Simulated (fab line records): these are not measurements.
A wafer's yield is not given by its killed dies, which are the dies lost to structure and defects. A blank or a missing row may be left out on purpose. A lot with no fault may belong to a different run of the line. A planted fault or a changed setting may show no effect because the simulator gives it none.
Split-lot trial -- flow gf180mcu -- on a route of 602 steps: 5 lots, 23 wafers read

## SPLIT DETAILS
At GF_CONTACT_SPUTTER_23 (material TiN, target thk 10 nm, time 40 s), the setting power w was moved away from the recipe's 4000 W on 6 of the 23 wafers read, by -3.6% to +8.7%. For the rest of the wafers, this setting stayed at what the recipe calls for.

The split's own step is where the reading is taken.

## THE READING
TiN_of_CONTACT_SPUTTER_23.thk nm (the simulator's own value, which no gauge read), in nm, at GF_CONTACT_SPUTTER_23 (material TiN, target thk 10 nm, time 40 s). There is no usual value for it anywhere in the file. Average 9.875 nm, standard deviation 0.12 nm, over the 17 wafers here run with the recipe.

wafer,"tool, chamber at the split","power w as run, W",against the recipe,"TiN_of_CONTACT_SPUTTER_23.thk nm, nm",against lot-mates on the recipe
L076.3,"pvd sputter-03, -",4000,recipe,9.793,-
L076.4,"pvd sputter-03, -",4000,recipe,9.982,-
L076.6,"pvd sputter-03, -",4000,recipe,9.969,-
L078.1,"pvd sputter-01, -",4000,recipe,9.916,-
L078.2,"pvd sputter-01, -",4000,recipe,9.883,-
L078.4,"pvd sputter-01, -",4000,recipe,10.09,-
L078.5,"pvd sputter-01, -",4000,recipe,9.834,-
L078.6,"pvd sputter-01, -",4000,recipe,9.954,-
L079.1,"pvd sputter-01, -",4000,recipe,9.964,-
L079.2,"pvd sputter-01, -",4350,+8.7%,11.25,+1.233
L079.3,"pvd sputter-01, -",4350,+8.7%,11.06,+1.043
L079.4,"pvd sputter-01, -",4350,+8.7%,10.97,+0.953
L079.6,"pvd sputter-01, -",4000,recipe,10.07,-
L080.1,"pvd sputter-04, -",3857,-3.6%,9.346,-0.470
L080.2,"pvd sputter-04, -",4000,recipe,9.754,-
L080.4,"pvd sputter-04, -",3857,-3.6%,9.656,-0.160
L080.5,"pvd sputter-04, -",4000,recipe,9.878,-
L080.6,"pvd sputter-04, -",3857,-3.6%,9.271,-0.545
L083.1,"pvd sputter-03, -",4000,recipe,9.828,-
L083.2,"pvd sputter-03, -",4000,recipe,9.648,-
L083.3,"pvd sputter-03, -",4000,recipe,9.785,-
L083.5,"pvd sputter-03, -",4000,recipe,9.759,-
L083.6,"pvd sputter-03, -",4000,recipe,9.77,-

THE FIT
A straight line over all 23 wafers: TiN_of_CONTACT_SPUTTER_23.thk nm changes by +0.137 nm for each +1% of power w; r = +0.96; the points scatter about the line by 0.13 nm.
The same after taking each lot's own level away (the mean of its wafers on the recipe; 23 wafers): +0.121 nm for each +1%; r = +0.97; scatter 0.1 nm.
According to that fit, moving power w by its largest amount changes the reading by 1.1 nm.
Across the lots, their own levels run from 9.7580 to 10.0170 nm, a range of 2.2 times the standard deviation given above.
So the slope is not independent of the lot-to-lot level: the two fits are not the same.
Check: +0.992 nm against its lot-mates is what the line predicts for one of the wafers moved furthest among these (+8.7%) when that wafer is left out of the fit. Against them it came out at +1.23 nm.

## ADDITIONAL SPLITS CARRIED BY THESE WAFERS
These wafers also went through other splits before the reading. Each is held against what the fit with the lots' levels taken away leaves over:
other split on the same wafers,wafers away from the commonest value,r with TiN_of_CONTACT_SPUTTER_23.thk nm (lot level and that fit taken away)
GF_HV_LDD_CVD_56 time s,15,-0.01
GF_NSD_COAT_02 spin rpm,8,-0.07
GF_NSD_IMPLANT_09 energy kev,8,-0.33
GF_PSD_DEVELOP_06 develop time s,10,+0.15
GF_SAB_CVD_00 time s,4,-0.14
GF_SAB_DEVELOP_08 develop time s,6,-0.15
GF_CONTACT_CVD_00 sih4 flow sccm,6,+0.18
GF_CONTACT_ETCH_17 bias w,10,+0.06

## FILE'S OWN FIT
TiN_of_CONTACT_SPUTTER_23.thk nm changes by +0.121 nm for each +1% of power w, r = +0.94.
